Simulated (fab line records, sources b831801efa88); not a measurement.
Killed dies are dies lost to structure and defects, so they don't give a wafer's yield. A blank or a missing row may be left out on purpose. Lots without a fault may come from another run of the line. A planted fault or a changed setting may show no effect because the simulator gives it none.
A struck lot beside a sound one | flow gf180mcu | 47 steps out of a route of 602
Sound: wafers L590.3, L590.4, L590.5. Struck: wafers L579.4, L579.5, L579.6. The cause comes at the end.
At each step with rows: each side's tool, then ch and its chambers, then its first start. Under that, the readings that differ: sound wafers | struck wafers | difference of the means | sigmas: that difference in standard deviations of wafers without a fault.
alike: readings whose means differ by less than 2 such deviations, and words and numbers that are the same on both sides. not compared: withheld readings, readings that some wafer has no value for, bounds like >300 that may hide the same value, and numbers for which the record gives no deviation and whose values overlap.
The two part at a step that has a row with sigmas, a row that says differs or no value, or rows on one side only. Numbers that don't overlap but have no deviation are shown without sigmas and don't part them. A reading that every wafer of one side lacks parts them only if that side has two wafers or more.

first, 5 steps without rows for these wafers: GF_NWELL_COAT_02 (resist thk 3000 nm); GF_NWELL_SOFTBAKE_03; GF_NWELL_EXPOSE_04 (exposes mask Nwell, target cd 860 nm); GF_NWELL_PEB_05; GF_NWELL_DEVELOP_06 (develop time 60 s).
GF_NWELL_OVL_MEAS_07:
  sound on overlay-02, day 7 23:39; struck on overlay-01, day 5 02:13
  alike: NWELL_OVL
then, 2 steps without rows for these wafers: GF_NWELL_IMPLANT_08; GF_NWELL_IMPLANT_09.
GF_NWELL_STRIP_10: strips in O2/N2.
  sound on plasma_asher-02 ch 0,1, day 8 00:01; struck on plasma_asher-02 ch 0,1, day 5 02:34
  alike: chamber_pressure_mTorr, drypump_motor_current_A, heater_power_w, oes_product_au, platen_temp_c, strip_time_to_endpoint_s
  not compared: rf_hours_counter_h
GF_NWELL_TW_MEAS_11:
  sound on film_metro-01, day 8 00:06; struck on film_metro-01, day 5 02:40
  alike: NWELL_TW
then, 2 steps without rows for these wafers: GF_LVPWELL_DEHYDRATE_00 (time 60 s); GF_LVPWELL_HMDS_01 (prime time 60 s).
GF_LVPWELL_COAT_02: resist thk 3000 nm.
  sound on litho_track-01 ch 0, day 8 08:08; struck on litho_track-03, day 5 09:19
  no value came back on the struck wafers for chill_plate_temp_C (C), dispense_pressure_kPa (kPa); on the sound wafers chill_plate_temp_C (C) reads 23.08 23.05 22.98
then, 4 steps without rows for these wafers: GF_LVPWELL_SOFTBAKE_03; GF_LVPWELL_EXPOSE_04 (exposes mask LVPWELL, target cd 600 nm); GF_LVPWELL_PEB_05; GF_LVPWELL_DEVELOP_06 (develop time 60 s).
GF_LVPWELL_OVL_MEAS_07:
  sound on overlay-02, day 8 16:46; struck on overlay-02, day 5 16:38
  reading          | sound       | struck | difference                    | sigmas
  LVPWELL_OVL (nm) | 2.7 1.5 2.5 | - - -  | no value on the struck wafers |
then, 2 steps without rows for these wafers: GF_LVPWELL_IMPLANT_08; GF_LVPWELL_IMPLANT_09.
GF_LVPWELL_STRIP_10: strips in O2/N2.
  sound on plasma_asher-04 ch 0,1, day 8 17:08; struck on plasma_asher-03 ch 0,1, day 5 16:59
  no value came back on the struck wafers for oes_product_au (a.u.), strip_time_to_endpoint_s (s); on the sound wafers oes_product_au (a.u.) reads 0.724 0.731 0.719
  alike: chamber_pressure_mTorr, drypump_motor_current_A, heater_power_w, platen_temp_c
  not compared: rf_hours_counter_h
GF_LVPWELL_TW_MEAS_11:
  sound on film_metro-02, day 8 17:13; struck on film_metro-01, day 5 17:05
  alike: LVPWELL_TW
then, 7 steps without rows for these wafers: GF_MVSD_DEHYDRATE_00 (time 60 s); GF_MVSD_HMDS_01 (prime time 60 s); GF_MVSD_COAT_02 (resist thk 3000 nm); GF_MVSD_SOFTBAKE_03; GF_MVSD_EXPOSE_04 (exposes mask MVSD, target cd 1000 nm); GF_MVSD_PEB_05; GF_MVSD_DEVELOP_06 (develop time 60 s).
GF_MVSD_OVL_MEAS_07:
  sound on overlay-02, day 9 10:40; struck on overlay-01, day 6 07:22
  alike: MVSD_OVL
then, 2 steps without rows for these wafers: GF_MVSD_IMPLANT_08; GF_MVSD_IMPLANT_09.
GF_MVSD_STRIP_10: strips in O2/N2.
  sound on plasma_asher-02 ch 0,1, day 9 11:02; struck on plasma_asher-04 ch 0,1, day 6 07:43
  alike: chamber_pressure_mTorr, drypump_motor_current_A, heater_power_w, oes_product_au, platen_temp_c, strip_time_to_endpoint_s
  not compared: rf_hours_counter_h
GF_MVSD_TW_MEAS_11:
  sound on film_metro-02, day 9 11:07; struck on film_metro-01, day 6 07:49
  reading | sound          | struck         | difference | sigmas
  MVSD_TW | 1521 1530 1530 | 1583 1573 1591 | +55        | +2
then, 7 steps without rows for these wafers: GF_MVPSD_DEHYDRATE_00 (time 60 s); GF_MVPSD_HMDS_01 (prime time 60 s); GF_MVPSD_COAT_02 (resist thk 3000 nm); GF_MVPSD_SOFTBAKE_03; GF_MVPSD_EXPOSE_04 (exposes mask MVPSD, target cd 1000 nm); GF_MVPSD_PEB_05; GF_MVPSD_DEVELOP_06 (develop time 60 s).
GF_MVPSD_OVL_MEAS_07:
  sound on overlay-02, day 10 04:43; struck on overlay-02, day 6 21:37
  alike: MVPSD_OVL
GF_MVPSD_TW_MEAS_11:
  sound on film_metro-01, day 10 05:10; struck on film_metro-03, day 6 22:04
  reading  | sound       | struck      | difference | sigmas
  MVPSD_TW | 546 545 547 | 704 703 707 | +159       | +16
GF_VT_IMPLANT_TW_MEAS_10:
  sound on film_metro-04, day 10 23:14; struck on film_metro-01, day 7 12:39
  reading       | sound       | struck      | difference | sigmas
  VT_IMPLANT_TW | 559 560 558 | 693 692 692 | +133       | +23
GF_VT_IMPLANT_TW_MEAS_21:
  sound on film_metro-04, day 11 17:50; struck on film_metro-02, day 8 03:43
  alike: VT_IMPLANT_2_TW
GF_VT_IMPLANT_TW_MEAS_32:
  sound on film_metro-04, day 12 12:59; struck on film_metro-04, day 8 19:55
  reading         | sound             | struck            | difference | sigmas
  VT_IMPLANT_3_TW | 265.8 264.4 265.8 | 569.9 566.5 568.9 | +303.1     | +99 or more
GF_VT_IMPLANT_TW_MEAS_43:
  sound on film_metro-04, day 13 08:20; struck on film_metro-04, day 9 13:12
  reading         | sound       | struck      | difference | sigmas
  VT_IMPLANT_4_TW | 685 682 682 | 778 777 780 | +95        | +21

WHERE THEY PART
First at GF_LVPWELL_COAT_02; last, within this record, at GF_VT_IMPLANT_TW_MEAS_43.

WHY: what the simulator had put in
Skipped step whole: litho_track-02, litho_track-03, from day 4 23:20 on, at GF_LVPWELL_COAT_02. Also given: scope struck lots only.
